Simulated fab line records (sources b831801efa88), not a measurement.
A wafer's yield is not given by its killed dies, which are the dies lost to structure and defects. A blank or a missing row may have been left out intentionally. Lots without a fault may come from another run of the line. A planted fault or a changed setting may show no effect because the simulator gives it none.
A struck lot beside a sound one / flow sky130 / 16 steps out of a route of 708
Sound: these wafers, L682.1, L682.3, L682.6. Wafers struck: L696.4, L696.5, L696.6. The cause is given at the end.
At each step with rows: each side's tool, then ch and its chambers, then its first start. Under that, the readings that differ: sound wafers / struck wafers / difference of the means / sigmas: that difference in standard deviations of wafers without a fault.
alike: readings whose means differ by less than 2 such deviations, and words and numbers that are the same on both sides. not compared: withheld readings, readings that some wafer has no value for, bounds like >300 that may hide the same value, and numbers for which the record gives no deviation and whose values overlap.
A row with sigmas, a row that says differs or no value, or rows on one side alone: a step with any of these is where the two part. When numbers do not overlap yet have no deviation, they are printed without sigmas and do not part them. A reading that every wafer of one side lacks parts them only if that side has two wafers or more.

first, 3 steps without rows for these wafers: SKY_METAL1_EXPOSE_12 (exposes mask MM1, target cd 140 nm); SKY_METAL1_PEB_13; SKY_METAL1_DEVELOP_14 (develop time 60 s).
SKY_METAL1_CD_MEAS_15: the cd target is 140 nm.
  sound: cd_sem-01 at day 34 10:13; struck: cd_sem-02 at day 39 04:46
  alike: cd_nm
SKY_METAL1_OVL_MEAS_16:
  sound: overlay-01 at day 34 10:20; struck: overlay-02 at day 39 04:51
  alike: METAL1_OVL
SKY_METAL1_DESCUM_17: chemistry O2, time 8 s.
  sound on rie_metal-03 ch 0,1, day 34 10:22; struck on rie_metal-03 ch 0,1, day 39 04:53
  alike: drypump_motor_current_A, oes_product_au
  not compared: rf_hours_counter_h
SKY_METAL1_ETCH_18: etches BARC in N2/H2, stops on SiO2, time 45.9 s, target depth 60 nm.
  sound on rie_metal-03 ch 0,1, day 34 10:24; struck on rie_metal-03 ch 0,1, day 39 04:55
  alike: drypump_motor_current_A, h2_flow_sccm, n2_flow_sccm, oes_product_au, throttle_valve_pct
  not compared: rf_hours_counter_h
SKY_METAL1_METAL_ETCH_19: etches the open film in Cl2/BCl3, stops on SiO2, target depth 360 nm, time 78 s.
  sound on rie_metal-03 ch 0,1, day 34 10:28; struck on rie_metal-03 ch 0,1, day 39 04:59
  alike: drypump_motor_current_A, oes_product_au, throttle_valve_pct
  not compared: rf_hours_counter_h
SKY_METAL1_STRIP_20: strips in O2/N2.
  sound on plasma_asher-02 ch 1, day 34 10:33; struck on plasma_asher-01 ch 0,1, day 39 05:05
  alike: drypump_motor_current_A, n2_flow_sccm, oes_product_au, strip_time_to_endpoint_s
  not compared: rf_hours_counter_h
then, 3 steps without rows for these wafers: SKY_METAL1_STRIP_21 (strips in post etch residue remover, time 1200 s); SKY_METAL1_CLEAN_22 (cleans in IPA, time 180 s); SKY_METAL1_CLEAN_23 (cleans in O3/DIW).
SKY_VIA1_HDPCVD_00: deposits SiO2, target thk 1030 nm, time 171.7 s.
  sound on hdpcvd-02 ch 0,2, day 34 11:09; struck on hdpcvd-02 ch 0,1,2, day 39 05:47
reading=sih4_flow_sccm (sccm); sound=59.89 59.92 59.98; struck=48.27 48.09 47.94; difference=-11.83; sigmas=-74
reading=model.SiO2_of_VIA1_HDPCVD_00.thk_nm (nm); sound=1048 1042 1029; struck=843.1 836.6 828.9; difference=-203.5; sigmas=
SKY_VIA1_THK_MEAS_01:
  sound: film_metro-04 at day 34 11:16; struck: film_metro-01 at day 39 05:53
reading=VIA1_HDPCVD_THK (nm); sound=1049 1042 1029; struck=843 837 829; difference=-204; sigmas=-19
SKY_VIA1_CMP_02: polishes SiO2.
  sound on cmp-01 ch 1,2,3, day 34 11:22; struck on cmp-02 ch 0,1,2, day 39 06:04
  alike: edge_zone_pressure_frac, motor_current_A, platen_rpm
SKY_PAD_OPEN_PROBE_99:
  rows exist in the record for the sound wafers here (prober-01, day 46 16:55), none for the struck ones

== WHERE THEY PART ==
At SKY_VIA1_HDPCVD_00 first; at SKY_PAD_OPEN_PROBE_99 last (within this record only).

WHY: the cause the simulator had injected
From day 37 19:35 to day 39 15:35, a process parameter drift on hdpcvd-02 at SKY_VIA1_HDPCVD_00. A move of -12 in setting sih4_flow_sccm, from 60. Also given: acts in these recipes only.
